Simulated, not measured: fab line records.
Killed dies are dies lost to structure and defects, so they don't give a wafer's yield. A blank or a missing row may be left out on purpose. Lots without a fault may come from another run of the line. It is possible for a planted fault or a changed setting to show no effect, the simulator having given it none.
What tool caused it? | flow sfq line | Sampling: 13 lots, 39 wafers, 4 of 325 route steps

WHAT THE GAUGES READ, wafer by wafer
SFQ_JJ_OVL_MEAS_931.
lot  | measured     | on         | J5_OVL (nm)
L362 | day 64 22:56 | overlay-02 | 1 -3 0
L363 | day 65 10:56 | overlay-02 | -5 -9 -3
L364 | day 65 15:44 | overlay-02 | 3 -7 0
L366 | day 66 02:33 | overlay-02 | 6 11 7
L370 | day 68 09:25 | overlay-02 | -6 -9 -7
L371 | day 68 15:25 | overlay-02 | 4 0 -1
L379 | day 71 20:40 | overlay-02 | 2 2 7
L380 | day 72 00:30 | overlay-02 | -7 -3 -9
L381 | day 72 01:27 | overlay-01 | -5 1 3
L382 | day 72 02:39 | overlay-01 | 13 6 8
L383 | day 72 05:03 | overlay-01 | 1 -6 4
L384 | day 72 06:24 | overlay-01 | -10 -3 0
L385 | day 72 07:34 | overlay-01 | 3 9 5

WHAT TOOL EACH LOT RAN ON (gives the tool, then ch and the chambers of the sampled wafers, and finally the start)
lot  | SFQ_TRILAYER_I2_DEP_PECVD_063   | SFQ_TRILAYER_I2_CMP_CMP_064   | SFQ_TRILAYER_I4_VIA_STRIP_STRIP_107
L362 | pecvd-04 ch 1,2, day 33 11:22   | cmp-01 ch 0,2, day 33 12:59   | rie metal-04 ch 0,1, day 59 17:46
L363 | pecvd-03 ch 0,1, day 33 18:56   | cmp-01 ch 0,1,3, day 33 22:59 | rie metal-04 ch 0,1, day 60 10:34
L364 | pecvd-01 ch 1,2, day 40 02:56   | cmp-02 ch 0,1,3, day 40 04:31 | rie metal-02 ch 0,1, day 60 17:46
L366 | pecvd-03 ch 0,1, day 41 10:34   | cmp-02 ch 2,3, day 41 10:39   | rie metal-02 ch 0,1, day 61 09:40
L370 | pecvd-03 ch 0,2, day 43 20:10   | cmp-02 ch 0,1,3, day 44 00:15 | rie metal-04 ch 0,1, day 63 08:55
L371 | pecvd-03 ch 0,1,2, day 44 03:22 | cmp-01 ch 0,2,3, day 44 03:27 | rie metal-02 ch 0,1, day 63 12:19
L379 | pecvd-01 ch 1,2, day 47 19:39   | cmp-01 ch 2,3, day 47 20:14   | rie metal-04 ch 0,1, day 66 18:58
L380 | pecvd-03 ch 0,1,2, day 47 22:03 | cmp-02 ch 0,1,2, day 47 22:08 | rie metal-01 ch 0,1, day 66 19:58
L381 | pecvd-04 ch 0,2, day 48 00:27   | cmp-02 ch 1,2,3, day 48 02:38 | rie metal-02 ch 0,1, day 66 21:10
L382 | pecvd-01 ch 1,2, day 48 02:17   | cmp-01 ch 1,2,3, day 48 02:52 | rie metal-01 ch 0,1, day 66 22:34
L383 | pecvd-01 ch 0,1, day 48 14:17   | cmp-02 ch 0,2,3, day 48 15:07 | rie metal-02 ch 0,1, day 66 23:34
L384 | pecvd-03 ch 0,2, day 49 00:41   | cmp-02 ch 2,3, day 49 03:07   | rie metal-01 ch 0,1, day 67 00:46
L385 | pecvd-03 ch 1,2, day 49 07:07   | cmp-01 ch 1,3, day 49 10:14   | rie metal-02 ch 0,1, day 67 01:58
- SFQ_TRILAYER_I2_DEP_PECVD_063: deposits SiO2 from SiH4/N2O, time 111.11 s, target thk 500 nm.
- SFQ_TRILAYER_I2_CMP_CMP_064: polishes SiO2.
- SFQ_TRILAYER_I4_VIA_STRIP_STRIP_107: strips in O2.

WHAT THE TOOLS THEMSELVES READ (means of the sampled wafers that have a number; where no wafer has one, the mark that the record gives instead)
SFQ_TRILAYER_I2_DEP_PECVD_063.
lot  | tool     | heater power w (W) | run length s (s) | throttle valve pct (%)
L362 | pecvd-04 | 76                 | 139.2            | 24.5
L363 | pecvd-03 | 72                 | 139.1            | 27.6
L364 | pecvd-01 | 69                 | 138.7            | 25.3
L366 | pecvd-03 | 68                 | 138.8            | 22.7
L370 | pecvd-03 | 69                 | 139.5            | 22.4
L371 | pecvd-03 | 68                 | 134.1            | 23.0
L379 | pecvd-01 | 76                 | 139.1            | 25.1
L380 | pecvd-03 | 71                 | 139.6            | 23.2
L381 | pecvd-04 | 80                 | 139.1            | 25.1
L382 | pecvd-01 | 65                 | 139.1            | 25.9
L383 | pecvd-01 | 68                 | 139.6            | 25.0
L384 | pecvd-03 | 62                 | 139.1            | 23.9
L385 | pecvd-03 | 66                 | 138.9            | 23.5

SFQ_TRILAYER_I2_CMP_CMP_064.
lot  | tool   | motor current A (A) | time to endpoint s (s)
L362 | cmp-01 | 10.7                | 221
L363 | cmp-01 | 10.1                | 217
L364 | cmp-02 | 10.7                | 226
L366 | cmp-02 | 10.9                | 221
L370 | cmp-02 | 10.8                | 218
L371 | cmp-01 | 10.3                | 186
L379 | cmp-01 | 11.4                | 204
L380 | cmp-02 | 9.7                 | 218
L381 | cmp-02 | 10.9                | 216
L382 | cmp-01 | 10.8                | 221
L383 | cmp-02 | 10.5                | 215
L384 | cmp-02 | 11.2                | 212
L385 | cmp-01 | 10.3                | 220

SFQ_TRILAYER_I4_VIA_STRIP_STRIP_107.
lot  | tool         | drypump motor current A (A) | oes product au (a.u.)
L362 | rie metal-04 | 6.0                         | 0.999
L363 | rie metal-04 | 6.0                         | 0.999
L364 | rie metal-02 | 6.2                         | 1.000
L366 | rie metal-02 | 6.2                         | 1.000
L370 | rie metal-04 | 6.0                         | 1.000
L371 | rie metal-02 | 6.1                         | 1.001
L379 | rie metal-04 | 6.0                         | 0.991
L380 | rie metal-01 | 5.7                         | 0.997
L381 | rie metal-02 | 6.2                         | 0.997
L382 | rie metal-01 | 5.7                         | 0.996
L383 | rie metal-02 | 6.2                         | 1.006
L384 | rie metal-01 | 5.7                         | 1.006
L385 | rie metal-02 | 6.1                         | 1.006

THE ANSWER, worked out from the rows above alone
Rule: usual is defined by the lots themselves. The widest of any qualifying gaps counts: lots, ordered by their means at a reading, are off when they make up no more than a third of the lots, leave a main group of 4 or more, and stand apart from it by 3 or more times the standard deviation of that group's means. A main group whose means are all the same, to the digits that the tables above print for the reading, isn't used. Also off: a lot with no number at a reading for which 4 or more lots have one. The other lots that the step has rows for count as sound. After the gauges, taken in route order, come the tools' own readings; for these a lot's mean is taken, as printed above. At the first step where some lot is off, the reading lying furthest off is the one used; lots without a number count as furthest.
Off, at SFQ_TRILAYER_I2_DEP_PECVD_063 on run length s: L371. Mean 139.2 s and standard deviation 0.28 in the main group.
A tool fits if, at that step or a process step before it, it ran every lot that is off, and no sound lot after the first of them. Not one of the candidates tried fits.

WHAT THE SIMULATOR HAD PUT IN
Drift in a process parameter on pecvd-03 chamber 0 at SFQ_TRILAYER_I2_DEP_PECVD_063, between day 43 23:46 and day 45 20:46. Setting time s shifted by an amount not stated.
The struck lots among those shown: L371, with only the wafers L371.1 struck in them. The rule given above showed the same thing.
